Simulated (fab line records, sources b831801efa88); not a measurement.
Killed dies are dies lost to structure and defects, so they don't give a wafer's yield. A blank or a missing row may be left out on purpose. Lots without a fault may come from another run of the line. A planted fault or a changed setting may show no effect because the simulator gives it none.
fab line records | flow sky130
record lots=12 wafers=36 last_day=50
route steps=708 shown LDD_LDN@291 SPACER@305 RES_XHIGH@341 LI_CONTACT@382 LOCAL_INTERCONNECT@398 PAD_OPEN@708
lots that met no fault: from a run of the same line without faults
start_h: hours from the record's first day to the start of the lot's first wafer shown | wait_h: hours since the lot's step before | " the same as in the row above | L1.1+2: a row that stands for several wafers | - no value, or no start given | * or withheld: withheld | < > ~ a bound
route shown NAME@n: a module of which the file shows steps, and the number in the route of the first | usual: mean/standard deviation of fault-free wafers | same: alike in all rows | chamber/n: place in a boat | sites: the reading at each site | _std_site: their standard deviation | _edge_site: outer sites' mean less inner sites' | radius_mm: how far each site lies from the wafer's centre | mask NAME#n: copy n | behind: the tool/chamber that last shaped the wafer | hold: why the lot was held/for how many hours/how that ended | device: the transistor (n, p or np) that didn't switch | end of line: the same wafers' tests at the end of the route | a step without rows: its recipe alone | killed: dies lost to structure and defects at the first sort, not the wafer's yield | map: a wafer's dies, x killed, . not, _ none there
set.NAME: the setting as run; set.NAME@STEP: as run at that earlier step | model.NAME: the simulator's own value behind a step, which no gauge read
steps of the route over a sample of lots; a table a step, a row a wafer
services: from which hour (start_h, from the record's first day; less than 0 if before it) a tool's chamber was out of use, for how many hours, and why
## steps
# step SKY_LDD_LDN_COAT_02
# recipe resist=NOVOLAK spin_rpm=3000 resist_thk_nm=1140
# usual chill_plate_temp_C=22.96/0.12 dispense_pressure_kPa=49.7/1.6
# columns lot.wafer tool chamber start_h wait_h chill_plate_temp_C dispense_pressure_kPa
L566.1 litho_track-02 0 496.60 0.1 22.99 51.7
L566.2 " 0 " " 22.91 51.7
L566.3 " 0 " " 23.01 51.8
L568.2 litho_track-02 0 517.57 0.1 23.10 51.8
L568.3 " 0 " " 23.11 51.7
L568.6 " 0 " " 23.15 51.8
L569.3 litho_track-04 0 563.18 0.1 22.80 48.6
L569.4 " 0 " " 22.82 48.6
L569.5 " 0 " " 22.95 48.5
L570.4 litho_track-04 - 580.10 0.1 - -
L570.5 " - " " - -
L570.6 " - " " - -
L572.1 litho_track-03 - 583.36 0.1 - -
L572.3 " - " " - -
L572.6 " - " " - -
L573.1 litho_track-04 0 592.63 0.1 23.05 48.5
L573.5 " 0 " " 22.87 48.5
L573.6 " 0 " " 22.99 48.5
L581.1 litho_track-03 0 641.16 0.1 23.06 48.2
L581.5 " 0 " " 23.01 48.2
L581.6 " 0 " " 22.91 48.2
L582.1 litho_track-02 0 646.04 0.1 23.14 51.7
L582.2 " 0 " " 22.97 51.7
L582.6 " 0 " " 23.18 51.7
L583.1 litho_track-04 0 651.73 0.1 23.08 48.5
L583.3 " 0 " " 23.09 48.5
L583.5 " 0 " " 23.03 48.6
L584.1 litho_track-02 0 659.54 0.1 22.92 51.7
L584.3 " 0 " " 23.06 51.8
L584.6 " 0 " " 22.96 51.7
L586.1 litho_track-04 0 681.63 0.1 22.64 48.5
L586.2 " 0 " " 22.68 48.6
L586.6 " 0 " " 22.80 48.6
L589.1 litho_track-03 0 700.46 0.1 22.94 48.3
L589.2 " 0 " " 22.99 48.2
L589.3 " 0 " " 22.91 48.3
# step SKY_LDD_LDN_OVL_MEAS_07
# usual LDD_LDN_OVL=0.0/1.3
# columns lot.wafer tool chamber start_h wait_h LDD_LDN_OVL[nm]
L566.1 overlay-01 - 512.14 0.1 -1.0
L566.2 " - " " -0.4
L566.3 " - " " -0.9
L568.2 overlay-01 - 533.30 0.1 -0.5
L568.3 " - " " 0.9
L568.6 " - " " -0.1
L569.3 overlay-01 - 578.04 0.1 -0.6
L569.4 " - " " -1.3
L569.5 " - " " -1.4
L570.4 overlay-02 - 595.05 0.1 -
L570.5 " - " " -
L570.6 " - " " -
L572.1 overlay-01 - 598.21 0.1 -
L572.3 " - " " -
L572.6 " - " " -
L573.1 overlay-02 - 607.33 0.1 0.2
L573.5 " - " " 2.1
L573.6 " - " " 0.5
L581.1 overlay-01 - 655.58 0.1 1.8
L581.5 " - " " 0.7
L581.6 " - " " 1.6
L582.1 overlay-02 - 660.74 0.1 0.4
L582.2 " - " " 0.8
L582.6 " - " " 2.7
L583.1 overlay-02 - 666.44 0.1 1.9
L583.3 " - " " 2.2
L583.5 " - " " -0.4
L584.1 overlay-01 - 674.33 0.1 0.4
L584.3 " - " " -0.3
L584.6 " - " " -0.9
L586.1 overlay-01 - 695.84 0.1 -0.7
L586.2 " - " " -1.1
L586.6 " - " " -0.8
L589.1 overlay-02 - 714.64 0.1 -0.8
L589.2 " - " " 1.5
L589.3 " - " " 0.3
# step SKY_SPACER_THK_MEAS_01
# recipe reads=Si3N4_of_SPACER_CVD_00
# usual SPACER_CVD_00_THK=43.2/0.37
# columns lot.wafer tool chamber start_h wait_h SPACER_CVD_00_THK[nm]
L566.1 film_metro-02 - 515.11 0.0 42.9
L566.2 " - " " 42.7
L566.3 " - " " 43.1
L568.2 film_metro-02 - 535.36 0.0 43.6
L568.3 " - " " 43.6
L568.6 " - " " 43.8
L569.3 film_metro-02 - 580.10 0.0 43.2
L569.4 " - " " 42.9
L569.5 " - " " 43.4
L570.4 film_metro-02 - 597.95 0.0 42.7
L570.5 " - " " 43.0
L570.6 " - " " 42.9
L572.1 film_metro-02 - 600.27 0.0 43.0
L572.3 " - " " 43.4
L572.6 " - " " 43.0
L573.1 film_metro-02 - 609.38 0.0 43.5
L573.5 " - " " 43.3
L573.6 " - " " 43.4
L581.1 film_metro-02 - 657.64 0.0 43.7
L581.5 " - " " 43.6
L581.6 " - " " 43.6
L582.1 film_metro-02 - 664.55 0.0 43.1
L582.2 " - " " 43.2
L582.6 " - " " 43.2
L583.1 film_metro-02 - 668.84 0.0 42.8
L583.3 " - " " 43.3
L583.5 " - " " 43.5
L584.1 film_metro-03 - 676.39 0.0 43.6
L584.3 " - " " 43.6
L584.6 " - " " 43.1
L586.1 film_metro-02 - 697.90 0.0 42.7
L586.2 " - " " 42.7
L586.6 " - " " 42.4
L589.1 film_metro-02 - 716.70 0.0 42.4
L589.2 " - " " 42.7
L589.3 " - " " 43.0
# step SKY_RES_XHIGH_TW_MEAS_09
# usual RES_XHIGH_TW=1654/15
# columns lot.wafer tool chamber start_h wait_h RES_XHIGH_TW
L566.1 film_metro-01 - 605.26 0.1 1639
L566.2 " - " " 1636
L566.3 " - " " 1649
L568.2 film_metro-01 - 625.68 0.1 1640
L568.3 " - " " 1639
L568.6 " - " " 1636
L569.3 film_metro-01 - 668.51 0.1 1639
L569.4 " - " " 1636
L569.5 " - " " 1637
L570.4 film_metro-02 - 684.52 0.1 1936
L570.5 " - " " 1925
L570.6 " - " " 1926
L572.1 film_metro-04 - 687.14 0.1 1953
L572.3 " - " " 1947
L572.6 " - " " 1956
L573.1 film_metro-04 - 695.79 0.1 1675
L573.5 " - " " 1673
L573.6 " - " " 1672
L581.1 film_metro-01 - 742.47 0.1 1650
L581.5 " - " " 1650
L581.6 " - " " 1641
L582.1 film_metro-02 - 748.72 0.1 1660
L582.2 " - " " 1661
L582.6 " - " " 1664
L583.1 film_metro-02 - 752.94 0.1 1651
L583.3 " - " " 1653
L583.5 " - " " 1652
L584.1 film_metro-04 - 760.02 0.1 1680
L584.3 " - " " 1669
L584.6 " - " " 1672
L586.1 film_metro-01 - 780.81 0.1 1646
L586.2 " - " " 1641
L586.6 " - " " 1652
L589.1 film_metro-01 - 798.67 0.1 1635
L589.2 " - " " 1633
L589.3 " - " " 1629
# step SKY_LI_CONTACT_SPUTTER_20
# recipe material=TiN target_thk_nm=20 chamber_pressure_pa=5 power_w=4000 time_s=80
# usual throttle_valve_pct=29.9/0.79
# columns lot.wafer tool chamber start_h wait_h throttle_valve_pct
L566.1 pvd_sputter-02 - 666.22 0.0 29.8
L566.2 " - " " 29.9
L566.3 " - " " 31.8
L568.2 pvd_sputter-03 - 685.77 0.0 29.3
L568.3 " - " " 29.9
L568.6 " - " " 29.9
L569.3 pvd_sputter-01 - 726.74 0.0 30.2
L569.4 " - " " 30.2
L569.5 " - " " 30.4
L570.4 pvd_sputter-03 - 742.48 0.0 29.5
L570.5 " - " " 29.7
L570.6 " - " " 28.7
L572.1 pvd_sputter-02 - 744.77 0.0 32.0
L572.3 " - " " 30.1
L572.6 " - " " 29.9
L573.1 pvd_sputter-03 - 753.17 0.0 30.2
L573.5 " - " " 29.6
L573.6 " - " " 28.9
L581.1 pvd_sputter-02 - 797.17 0.0 31.8
L581.5 " - " " 32.0
L581.6 " - " " 30.1
L582.1 pvd_sputter-01 - 804.48 0.0 30.3
L582.2 " - " " 29.1
L582.6 " - " " 29.3
L583.1 pvd_sputter-01 - 808.17 0.0 30.2
L583.3 " - " " 29.5
L583.5 " - " " 29.1
L584.1 pvd_sputter-01 - 814.87 0.0 30.3
L584.3 " - " " 29.5
L584.6 " - " " 29.1
L586.1 pvd_sputter-02 - 835.67 0.0 30.0
L586.2 " - " " 32.2
L586.6 " - " " 30.1
L589.1 pvd_sputter-03 - 853.32 0.0 29.6
L589.2 " - " " 29.1
L589.3 " - " " 30.1
# step SKY_LOCAL_INTERCONNECT_CD_MEAS_11
# recipe target_cd_nm=170
# usual cd_nm=169.7/1.7
# columns lot.wafer tool chamber start_h wait_h cd_nm
L566.1 cd_sem-02 - 695.36 - 171.3
L566.2 " - " " 169.4
L566.3 " - " " 170.7
L568.2 cd_sem-01 - 714.54 - 169.9
L568.3 " - " " 169.0
L568.6 " - " " 167.9
L569.3 cd_sem-02 - 755.42 - 167.7
L569.4 " - " " 166.1
L569.5 " - " " 167.4
L570.4 cd_sem-01 - 770.39 - 169.1
L570.5 " - " " 166.9
L570.6 " - " " 169.4
L572.1 cd_sem-01 - 772.73 - 169.4
L572.3 " - " " 167.8
L572.6 " - " " 168.4
L573.1 cd_sem-01 - 780.57 - 172.3
L573.5 " - " " 171.7
L573.6 " - " " 170.7
L581.1 cd_sem-02 - 824.37 - 168.6
L581.5 " - " " 169.3
L581.6 " - " " 168.6
L582.1 cd_sem-01 - 831.53 - 170.1
L582.2 " - " " 171.6
L582.6 " - " " 170.4
L583.1 cd_sem-02 - 834.82 - 169.7
L583.3 " - " " 169.6
L583.5 " - " " 169.9
L584.1 cd_sem-01 - 842.48 - 170.7
L584.3 " - " " 170.1
L584.6 " - " " 169.4
L586.1 cd_sem-02 - 862.63 - 168.8
L586.2 " - " " 171.2
L586.6 " - " " 169.2
L589.1 cd_sem-02 - 879.73 - 170.5
L589.2 " - " " 169.8
L589.3 " - " " 170.2
# step SKY_PAD_OPEN_PROBE_99
# usual killed_at_M0_to_M3=44/7.2 killed_at_M4_up=3.2/1.8 killed_at_contacts=24/5.4 killed_at_front_end=15/4 killed_at_other=0.3/0.56 killed_dies=87/9.2 killed_on_rim=17/4 killed_open=47/7.3 killed_short=39/5.7
# same gross_dies=492 killed_at_back_side=0
# columns lot.wafer tool chamber start_h wait_h killed_at_M0_to_M3 killed_at_M4_up killed_at_contacts killed_at_front_end killed_at_other killed_dies killed_on_rim killed_open killed_short
L570.4 prober-01 - 1122.06 0.2 64 4 25 399 0 492 96 54 50
L570.5 prober-01 - 1122.11 0.2 46 6 28 412 0 492 96 49 47
L570.6 prober-01 - 1122.16 0.2 57 5 20 410 0 492 96 55 46
L572.1 prober-02 - 1125.88 0.1 33 5 25 428 1 492 96 45 40
L572.3 prober-02 - 1125.98 0.2 32 4 24 432 0 492 96 38 40
L572.6 prober-02 - 1126.13 0.2 39 2 26 423 2 492 96 43 35
# killed by level:class
L570.4 LDD_LDN:area_expose=387 METAL1:geometric_particle:short=11 CONTACT:geometric_particle:open=10 VIA2:geometric_particle:open=9 VIA1:geometric_particle:open=8 VIA3:geometric_particle:open=8 LI_CONTACT:geometric_particle:open=7 METAL1:geometric_particle:open=7
L570.5 LDD_LDN:area_expose=396 CONTACT:geometric_particle:open=11 VIA1:geometric_particle:open=8 LI_CONTACT:geometric_particle:open=7 METAL2:geometric_particle:short=7 METAL1:geometric_particle:short=5 VIA2:geometric_particle:open=5 METAL4:geometric_particle:short=5
L570.6 LDD_LDN:area_expose=391 VIA2:geometric_particle:open=11 METAL1:geometric_particle:short=9 VIA1:geometric_particle:open=8 VIA3:geometric_particle:open=8 FIELD_ISO:geometric_particle:short=7 LI_CONTACT:geometric_particle:open=6 CONTACT:geometric_particle:open=6
L572.1 LDD_LDN:area_expose=407 CONTACT:geometric_particle:open=11 POLY_GATE:geometric_particle:short=7 VIA1:geometric_particle:short=6 FIELD_ISO:geometric_particle:open=5 LI_CONTACT:geometric_particle:open=5 CONTACT:geometric_particle:short=5 VIA2:geometric_particle:open=5
L572.3 LDD_LDN:area_expose=414 VIA1:geometric_particle:open=9 CONTACT:geometric_particle:short=7 CONTACT:geometric_particle:open=6 METAL1:geometric_particle:short=6 POLY_GATE:geometric_particle:open=5 LI_CONTACT:geometric_particle:open=5 LOCAL_INTERCONNECT:geometric_particle:short=5
L572.6 LDD_LDN:area_expose=414 LI_CONTACT:geometric_particle:open=11 VIA1:geometric_particle:open=8 CONTACT:geometric_particle:short=7 METAL1:geometric_particle:short=6 VIA2:geometric_particle:open=6 VIA3:geometric_particle:open=5 VIA1:geometric_particle:short=4
## services
# columns tool chamber start_h hours kind
litho_track-03 - 493.54 - consumable_replace:filter
pvd_sputter-01 - 572.64 9.4 repair
pvd_sputter-02 2 581.52 - consumable_replace:kit
pvd_sputter-02 2 581.52 18.0 scheduled_down
pvd_sputter-02 2 581.52 18.0 vent_cycle
pvd_sputter-03 0 648.07 - consumable_replace:kit
pvd_sputter-03 0 648.07 18.0 scheduled_down
pvd_sputter-03 0 648.07 18.0 vent_cycle
pvd_sputter-03 - 704.28 2.6 repair
pvd_sputter-03 - 725.06 9.8 repair
pvd_sputter-01 - 767.72 4.1 repair
pvd_sputter-02 - 813.11 4.5 repair
pvd_sputter-03 - 821.82 2.6 repair
pvd_sputter-01 - 828.51 3.0 repair
pvd_sputter-03 - 831.59 0.9 repair
pvd_sputter-01 3 832.59 - consumable_replace:kit
pvd_sputter-01 3 832.59 18.0 scheduled_down
pvd_sputter-01 3 832.59 18.0 vent_cycle
## key
first_sign step=SKY_LDD_LDN_COAT_02 reading=tool_record direction=missing
effect step=SKY_LDD_LDN_OVL_MEAS_07 reading=LDD_LDN_OVL direction=missing
effect step=SKY_RES_XHIGH_TW_MEAS_09 reading=RES_XHIGH_TW direction=up sigmas=19 usual=1654 struck=1940
effect step=SKY_PAD_OPEN_PROBE_99 reading=killed_at_front_end direction=up sigmas=99+ usual=15 struck=417
more_kills_born_at SKY_LDD_LDN_EXPOSE_04@iline_stepper-01=1235 SKY_LDD_LDN_EXPOSE_04@iline_stepper-02=1174
met_at SKY_LDD_LDN_COAT_02
struck_lots L570,L572
tester_left_out L570,L572
not_acting_at SKY_SPACER_THK_MEAS_01,SKY_LI_CONTACT_SPUTTER_20,SKY_LOCAL_INTERCONNECT_CD_MEAS_11
onset_between 563.18 580.10
fault kind=skipped_step_whole tool=litho_track-03,litho_track-04 chamber=- onset_h=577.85 steps=SKY_LDD_LDN_COAT_02 scope=struck_lots_only
# tester_left_out: of these lots the tester's yield and bins aren't shown, on N5 and GAA mostly nor the transistor test; their killed dies are dies lost to structure and defects alone, not to doping, threshold or leakage, so they don't give the yield
